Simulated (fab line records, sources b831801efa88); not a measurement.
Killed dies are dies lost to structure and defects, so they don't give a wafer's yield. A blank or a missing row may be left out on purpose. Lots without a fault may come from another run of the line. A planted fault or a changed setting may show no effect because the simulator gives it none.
Which tool did it? | flow gf180mcu | 6 lots, 18 wafers sampled, at 2 steps of a route of 602

WHAT THE GAUGES READ, wafer by wafer
GF_STI_CD_MEAS_12: target cd 220 nm.
lot  | measured    | on        | cd_nm (nm)
L475 | day 2 07:53 | cd_sem-01 | 219.5 220.2 220.2
L482 | day 3 18:52 | cd_sem-01 | 224.7 225.0 225.2 224.9 225.0 225.5
L489 | day 5 06:17 | cd_sem-01 | 219.3 219.1 220.5
L493 | day 6 02:49 | cd_sem-02 | 221.7 221.1 220.9
L495 | day 6 15:19 | cd_sem-02 | 219.5 219.5 219.8
L497 | day 6 23:52 | cd_sem-02 | 222.6 222.1 221.5

WHICH TOOL RAN EACH LOT (tool, then ch and the chambers of the sampled wafers, then the start)
lot  | GF_STI_PEB_10
L475 | litho_track-01 ch 0, day 2 07:32
L482 | litho_track-01 ch 0, day 3 18:31
L489 | litho_track-04 ch 0, day 5 05:57
L493 | litho_track-03 ch 0, day 6 02:28
L495 | litho_track-03 ch 0, day 6 14:58
L497 | litho_track-01 ch 0, day 6 23:29
- GF_STI_PEB_10: peb time 90 s.

THE ANSWER, worked out from the rows above alone
Rule: what is usual is taken from the lots themselves. Put in order of their means at a reading, lots are off if they are a third of the lots or fewer, leave a main group of 4 or more, and stand apart from it by a gap of 3 or more times the standard deviation of the main group's means; of several such gaps the widest counts. A main group whose means are all the same, to the digits that the tables above print for the reading, isn't used. A lot without any number at a reading at which 4 lots or more have one is off too. The other lots that the step has rows for count as sound.
Off: L482, at GF_STI_CD_MEAS_12 (cd_nm). The main group: mean 220.5 nm, standard deviation 0.98.
A tool fits if, at a process step before that reading, it ran every lot that is off, and no sound lot after the first of them. The gauges at GF_STI_CD_MEAS_12 are tried like those tools. None of those tried fits.

WHAT THE SIMULATOR HAD PUT IN
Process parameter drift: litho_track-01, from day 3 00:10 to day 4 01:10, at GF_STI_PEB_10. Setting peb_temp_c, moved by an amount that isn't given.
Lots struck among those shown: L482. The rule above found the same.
